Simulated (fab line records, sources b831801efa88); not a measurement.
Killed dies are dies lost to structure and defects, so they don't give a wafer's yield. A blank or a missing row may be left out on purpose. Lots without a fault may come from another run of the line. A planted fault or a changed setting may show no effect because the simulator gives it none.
Which tool did it? | flow sky130 | 24 lots, 72 wafers sampled, at 6 steps of a route of 708

WHAT THE GAUGES READ, wafer by wafer
SKY_VIA2_BOW_MEAS_03.
lot  | measured     | on            | VIA2_BOW (um)
L074 | day 34 18:41 | film_metro-03 | 75 93 83
L075 | day 34 22:02 | film_metro-01 | 84 85 83
L076 | day 35 16:01 | film_metro-03 | 87 70 75
L077 | day 35 18:23 | film_metro-04 | 97 93 82
L078 | day 36 05:43 | film_metro-04 | 80 85 85
L079 | day 37 01:27 | film_metro-01 | 85 85 87
L080 | day 37 08:19 | film_metro-04 | 83 87 89
L081 | day 37 12:43 | film_metro-04 | 78 92 89
L082 | day 38 01:56 | film_metro-04 | 78 76 95
L083 | day 38 06:32 | film_metro-01 | 87 79 77
L085 | day 39 02:50 | film_metro-04 | 81 86 91
L084 | day 39 06:56 | film_metro-03 | 84 84 80
L086 | day 39 17:21 | film_metro-04 | 90 97 64
L087 | day 39 16:22 | film_metro-03 | 82 78 79
L088 | day 39 23:20 | film_metro-03 | 91 98 86
L090 | day 40 06:25 | film_metro-03 | 84 94 83
L089 | day 40 06:46 | film_metro-03 | 81 88 70
L091 | day 40 09:50 | film_metro-01 | 88 93 86
L093 | day 40 23:52 | film_metro-01 | 86 79 80
L092 | day 41 02:53 | film_metro-04 | 86 95 93
L094 | day 41 08:13 | film_metro-03 | 94 84 84
L095 | day 41 12:42 | film_metro-03 | 74 82 81
L096 | day 41 16:08 | film_metro-04 | 91 99 96
L097 | day 42 00:38 | film_metro-01 | 84 74 95

SKY_METAL5_THK_MEAS_06: measures by xrf.
lot  | measured     | on            | METAL5_ALCU_THK (nm)
L074 | day 42 12:57 | film_metro-03 | 1071 1070 1077
L075 | day 42 15:17 | film_metro-04 | 1142 1135 1144
L076 | day 43 06:27 | film_metro-02 | 1127 1130 1122
L077 | day 43 09:52 | film_metro-04 | 1146 1128 1137
L078 | day 43 18:19 | film_metro-04 | 1132 1137 1123
L079 | day 44 13:34 | film_metro-02 | 1132 1126 1128
L080 | day 44 19:14 | film_metro-04 | 1115 1113 1108
L081 | day 44 21:11 | film_metro-03 | 1121 1125 1120
L082 | day 45 09:43 | film_metro-02 | 1139 1152 1149
L083 | day 45 13:28 | film_metro-02 | 1118 1112 1116
L085 | day 46 06:13 | film_metro-03 | 1089 1100 1094
L084 | day 46 08:57 | film_metro-04 | 1104 1115 1111
L086 | day 46 15:44 | film_metro-04 | 1129 1120 1133
L087 | day 46 14:46 | film_metro-04 | 1146 1138 1136
L088 | day 46 21:05 | film_metro-03 | 1091 1099 1100
L090 | day 47 06:17 | film_metro-03 | 1134 1138 1138
L089 | day 47 06:54 | film_metro-03 | 1125 1118 1122
L091 | day 47 06:34 | film_metro-04 | 1134 1125 1138
L093 | day 47 16:06 | film_metro-04 | 1135 1132 1142
L092 | day 47 17:35 | film_metro-04 | 1133 1125 1135
L094 | day 48 01:30 | film_metro-04 | 1119 1121 1126
L095 | day 48 04:44 | film_metro-02 | 1098 1118 1117
L096 | day 48 07:20 | film_metro-02 | 1134 1096 1111
L097 | day 48 12:54 | film_metro-04 | 1146 1138 1153

WHICH TOOL RAN EACH LOT (tool, then ch and the chambers of the sampled wafers, then the start)
lot  | SKY_VT_ADJUST_NCORE_STRIP_10         | SKY_VIA1_CMP_24               | SKY_METAL2_METAL_ETCH_19          | SKY_VIA3_SPUTTER_20
L074 | plasma_asher-01 ch 0,1, day 8 07:11  | cmp-02 ch 0,1,3, day 33 14:25 | rie_metal-04 ch 0,1, day 34 17:27 | pvd_sputter-02, day 39 08:15
L075 | plasma_asher-02 ch 0, day 8 13:59    | cmp-02 ch 0,2, day 33 17:14   | rie_metal-02 ch 0,1, day 34 20:52 | pvd_sputter-03, day 39 10:51
L076 | plasma_asher-02 ch 0,1, day 9 00:17  | cmp-01 ch 0,1,3, day 34 11:42 | rie_metal-04 ch 0,1, day 35 14:49 | pvd_sputter-01, day 40 03:29
L077 | plasma_asher-02 ch 0,1, day 9 03:43  | cmp-01 ch 1,2,3, day 34 14:04 | rie_metal-02 ch 0,1, day 35 17:13 | pvd_sputter-01, day 40 06:26
L078 | plasma_asher-01 ch 0,1, day 9 16:10  | cmp-01 ch 1,2,3, day 35 01:46 | rie_metal-04 ch 0,1, day 36 04:31 | pvd_sputter-01, day 40 16:09
L079 | plasma_asher-03 ch 1, day 10 09:01   | cmp-01 ch 1,2,3, day 35 21:32 | rie_metal-02 ch 1, day 37 00:11   | pvd_sputter-01, day 41 11:42
L080 | plasma_asher-01 ch 0,1, day 10 17:14 | cmp-01 ch 0,1,3, day 36 03:53 | rie_metal-01 ch 0,1, day 37 07:03 | pvd_sputter-02, day 41 17:10
L081 | plasma_asher-02 ch 0,1, day 10 18:08 | cmp-01 ch 0,2,3, day 36 08:42 | rie_metal-02 ch 1, day 37 11:28   | pvd_sputter-02, day 41 20:57
L082 | plasma_asher-03 ch 0,1, day 11 07:38 | cmp-02 ch 0,1,2, day 36 21:14 | rie_metal-02 ch 0,1, day 38 00:45 | pvd_sputter-02, day 42 09:10
L083 | plasma_asher-02 ch 0,1, day 11 12:43 | cmp-02 ch 1,2, day 37 02:40   | rie_metal-02 ch 0,1, day 38 05:21 | pvd_sputter-03, day 42 13:46
L085 | plasma_asher-02 ch 0,1, day 12 02:58 | cmp-01 ch 1,2, day 37 23:16   | rie_metal-01 ch 0, day 39 01:37   | pvd_sputter-01, day 43 07:24
L084 | plasma_asher-03 ch 0,1, day 12 05:10 | cmp-01 ch 1,2,3, day 38 03:01 | rie_metal-04 ch 0,1, day 39 05:35 | pvd_sputter-02, day 43 10:37
L086 | plasma_asher-03 ch 0,1, day 12 21:13 | cmp-02 ch 1,3, day 38 14:02   | rie_metal-04 ch 0,1, day 39 16:10 | pvd_sputter-01, day 43 19:20
L087 | plasma_asher-02 ch 0,1, day 12 22:04 | cmp-02 ch 0,1, day 38 13:19   | rie_metal-02 ch 0, day 39 15:10   | pvd_sputter-02, day 43 18:42
L088 | plasma_asher-03 ch 0,1, day 13 03:37 | cmp-02 ch 0,3, day 38 20:30   | rie_metal-01 ch 0,1, day 39 21:58 | pvd_sputter-02, day 44 02:28
L090 | plasma_asher-02 ch 0,1, day 13 08:26 | cmp-02 ch 0,1,2, day 39 03:23 | rie_metal-02 ch 1, day 40 05:13   | pvd_sputter-01, day 44 07:25
L089 | plasma_asher-02 ch 0,1, day 13 09:40 | cmp-01 ch 1,2, day 39 03:55   | rie_metal-01 ch 0,1, day 40 05:34 | pvd_sputter-03, day 44 08:58
L091 | plasma_asher-01 ch 0,1, day 13 13:23 | cmp-02 ch 0,1,2, day 39 06:55 | rie_metal-02 ch 0,1, day 40 08:40 | pvd_sputter-01, day 44 10:37
L093 | plasma_asher-03 ch 0,1, day 14 06:31 | cmp-02 ch 0,2,3, day 39 21:56 | rie_metal-04 ch 0,1, day 40 22:41 | pvd_sputter-03, day 44 22:30
L092 | plasma_asher-02 ch 0,1, day 14 08:04 | cmp-02 ch 0,1,3, day 40 00:45 | rie_metal-02 ch 0,1, day 41 01:43 | pvd_sputter-03, day 45 01:33
L094 | plasma_asher-01 ch 0,1, day 14 14:04 | cmp-02 ch 1,3, day 40 06:47   | rie_metal-01 ch 0,1, day 41 07:03 | pvd_sputter-03, day 45 08:31
L095 | plasma_asher-02 ch 0,1, day 14 15:22 | cmp-01 ch 0,1,2, day 40 10:32 | rie_metal-02 ch 0,1, day 41 11:28 | pvd_sputter-02, day 45 12:07
L096 | plasma_asher-01 ch 0,1, day 14 23:50 | cmp-02 ch 1,2,3, day 40 14:22 | rie_metal-02 ch 0,1, day 41 14:58 | pvd_sputter-01, day 45 14:35
L097 | plasma_asher-01 ch 0,1, day 15 08:40 | cmp-02 ch 0,1,3, day 40 23:49 | rie_metal-01 ch 0,1, day 41 23:28 | pvd_sputter-02, day 45 22:09
- SKY_VT_ADJUST_NCORE_STRIP_10: strips in O2/N2.
- SKY_VIA1_CMP_24: polishes, stops on SiO2, t overpolish 15 s, target thk 0 nm.
- SKY_METAL2_METAL_ETCH_19: etches the open film in Cl2/BCl3, stops on SiO2, target depth 360 nm, time 78 s.
- SKY_VIA3_SPUTTER_20: material TiN, target thk 20 nm, time 80 s.

WHAT THE TOOLS THEMSELVES READ (means of the sampled wafers that have a number; where no wafer has one, the mark that the record gives instead)
SKY_VT_ADJUST_NCORE_STRIP_10.
lot  | tool            | drypump_motor_current_A (A) | n2_flow_sccm (sccm) | oes_product_au (a.u.) | strip_time_to_endpoint_s (s)
L074 | plasma_asher-01 | 6.12                        | 300.1               | 0.715                 | 14.11
L075 | plasma_asher-02 | 5.94                        | 299.1               | 0.721                 | 14.11
L076 | plasma_asher-02 | 5.81                        | 299.6               | 0.718                 | 14.18
L077 | plasma_asher-02 | 5.66                        | 300.5               | 0.714                 | 14.19
L078 | plasma_asher-01 | 6.12                        | 299.8               | 0.715                 | 14.14
L079 | plasma_asher-03 | 5.80                        | 299.1               | 0.719                 | 14.20
L080 | plasma_asher-01 | 6.14                        | 300.2               | 0.716                 | 14.22
L081 | plasma_asher-02 | 5.81                        | 299.2               | 0.713                 | 14.27
L082 | plasma_asher-03 | 6.02                        | 300.0               | 0.717                 | 14.23
L083 | plasma_asher-02 | 5.69                        | 299.7               | 0.713                 | 14.15
L085 | plasma_asher-02 | 5.68                        | 300.0               | 0.717                 | 14.13
L084 | plasma_asher-03 | 6.01                        | 300.0               | 0.717                 | 14.22
L086 | plasma_asher-03 | 6.25                        | 299.4               | 0.712                 | 14.23
L087 | plasma_asher-02 | 5.66                        | 299.5               | 0.712                 | 14.21
L088 | plasma_asher-03 | 6.02                        | 299.8               | 0.717                 | 14.23
L090 | plasma_asher-02 | 5.80                        | 300.3               | 0.715                 | 14.16
L089 | plasma_asher-02 | 5.83                        | 300.3               | 0.719                 | 14.20
L091 | plasma_asher-01 | 6.14                        | 300.7               | 0.716                 | 14.16
L093 | plasma_asher-03 | 6.24                        | 299.6               | 0.716                 | 14.18
L092 | plasma_asher-02 | 5.68                        | 299.0               | 0.721                 | 14.24
L094 | plasma_asher-01 | 6.14                        | 299.5               | 0.711                 | 14.21
L095 | plasma_asher-02 | 5.77                        | 300.5               | 0.715                 | 14.24
L096 | plasma_asher-01 | 6.13                        | 300.4               | 0.714                 | 14.24
L097 | plasma_asher-01 | 6.12                        | 300.4               | 0.714                 | 14.14

SKY_VIA1_CMP_24.
lot  | tool   | motor_current_A (A) | overpolish_run_s (s) | time_to_endpoint_s (s)
L074 | cmp-02 | 10.2                | 14.999               | 63
L075 | cmp-02 | 9.9                 | 14.997               | 63
L076 | cmp-01 | 10.5                | 14.997               | 66
L077 | cmp-01 | 11.6                | 15.005               | 67
L078 | cmp-01 | 11.5                | 15.007               | 67
L079 | cmp-01 | 11.5                | 15.004               | 67
L080 | cmp-01 | 11.0                | 15.000               | 67
L081 | cmp-01 | 10.7                | 14.992               | 67
L082 | cmp-02 | 9.8                 | 15.002               | 63
L083 | cmp-02 | 9.8                 | 14.998               | 63
L085 | cmp-01 | 12.1                | 15.013               | 68
L084 | cmp-01 | 11.6                | 14.992               | 70
L086 | cmp-02 | 10.7                | 14.992               | 70
L087 | cmp-02 | 10.4                | 15.006               | 63
L088 | cmp-02 | 10.0                | 15.007               | 71
L090 | cmp-02 | 9.8                 | 15.002               | 66
L089 | cmp-01 | 12.2                | 14.996               | 71
L091 | cmp-02 | 10.3                | 15.006               | 66
L093 | cmp-02 | 9.6                 | 14.999               | 67
L092 | cmp-02 | 10.2                | 15.008               | 67
L094 | cmp-02 | 10.8                | 15.002               | 66
L095 | cmp-01 | 11.3                | 14.996               | 66
L096 | cmp-02 | 10.1                | 15.005               | 65
L097 | cmp-02 | 10.2                | 14.999               | 64

SKY_METAL2_METAL_ETCH_19.
lot  | tool         | drypump_motor_current_A (A) | oes_product_au (a.u.) | throttle_valve_pct (%)
L074 | rie_metal-04 | 5.9                         | 0.845                 | 22.263
L075 | rie_metal-02 | 5.9                         | 0.848                 | 22.264
L076 | rie_metal-04 | 5.9                         | 0.853                 | 22.258
L077 | rie_metal-02 | 5.9                         | 0.856                 | 22.264
L078 | rie_metal-04 | 5.4                         | 0.851                 | 22.255
L079 | rie_metal-02 | 6.0                         | 0.849                 | 22.259
L080 | rie_metal-01 | 6.3                         | 0.852                 | 22.259
L081 | rie_metal-02 | 6.0                         | 0.847                 | 22.269
L082 | rie_metal-02 | 5.9                         | 0.857                 | 22.264
L083 | rie_metal-02 | 5.9                         | 0.847                 | 22.262
L085 | rie_metal-01 | 6.3                         | 0.852                 | 22.267
L084 | rie_metal-04 | 5.9                         | 0.855                 | 22.273
L086 | rie_metal-04 | 5.4                         | 0.849                 | 22.269
L087 | rie_metal-02 | 5.9                         | 0.853                 | 22.266
L088 | rie_metal-01 | 6.2                         | 0.847                 | 22.257
L090 | rie_metal-02 | 6.0                         | 0.857                 | 22.268
L089 | rie_metal-01 | 6.3                         | 0.852                 | 22.262
L091 | rie_metal-02 | 5.9                         | 0.849                 | 22.258
L093 | rie_metal-04 | 5.4                         | 0.854                 | 22.264
L092 | rie_metal-02 | 5.9                         | 0.851                 | 22.261
L094 | rie_metal-01 | 6.3                         | 0.856                 | 22.267
L095 | rie_metal-02 | 5.9                         | 0.861                 | 22.263
L096 | rie_metal-02 | 5.9                         | 0.850                 | 22.266
L097 | rie_metal-01 | 6.3                         | 0.849                 | 22.270

SKY_VIA3_SPUTTER_20.
lot  | tool           | throttle_valve_pct (%)
L074 | pvd_sputter-02 | 30.7
L075 | pvd_sputter-03 | 28.7
L076 | pvd_sputter-01 | 29.5
L077 | pvd_sputter-01 | 29.6
L078 | pvd_sputter-01 | 29.5
L079 | pvd_sputter-01 | 30.2
L080 | pvd_sputter-02 | 30.5
L081 | pvd_sputter-02 | 29.8
L082 | pvd_sputter-02 | 30.2
L083 | pvd_sputter-03 | 29.4
L085 | pvd_sputter-01 | 29.1
L084 | pvd_sputter-02 | 30.0
L086 | pvd_sputter-01 | 29.4
L087 | pvd_sputter-02 | 30.6
L088 | pvd_sputter-02 | 30.6
L090 | pvd_sputter-01 | 29.2
L089 | pvd_sputter-03 | 28.2
L091 | pvd_sputter-01 | 29.6
L093 | pvd_sputter-03 | 28.2
L092 | pvd_sputter-03 | 29.0
L094 | pvd_sputter-03 | 28.8
L095 | pvd_sputter-02 | 30.0
L096 | pvd_sputter-01 | 29.5
L097 | pvd_sputter-02 | 30.7

THE ANSWER, worked out from the rows above alone
Rule: what is usual is taken from the lots themselves. Put in order of their means at a reading, lots are off if they are a third of the lots or fewer, leave a main group of 4 or more, and stand apart from it by a gap of 3 or more times the standard deviation of the main group's means; of several such gaps the widest counts. A main group whose means are all the same, to the digits that the tables above print for the reading, isn't used. A lot without any number at a reading at which 4 lots or more have one is off too. The other lots that the step has rows for count as sound. The gauges are gone through in route order, then the tools' own readings, and for those a lot's mean is taken as printed above. The first step at which some lot is off is used, and at that step the reading that is off furthest; a lot without a number counts as furthest.
No lot is off at any reading shown: from this, nothing can be told.

WHAT THE SIMULATOR HAD PUT IN
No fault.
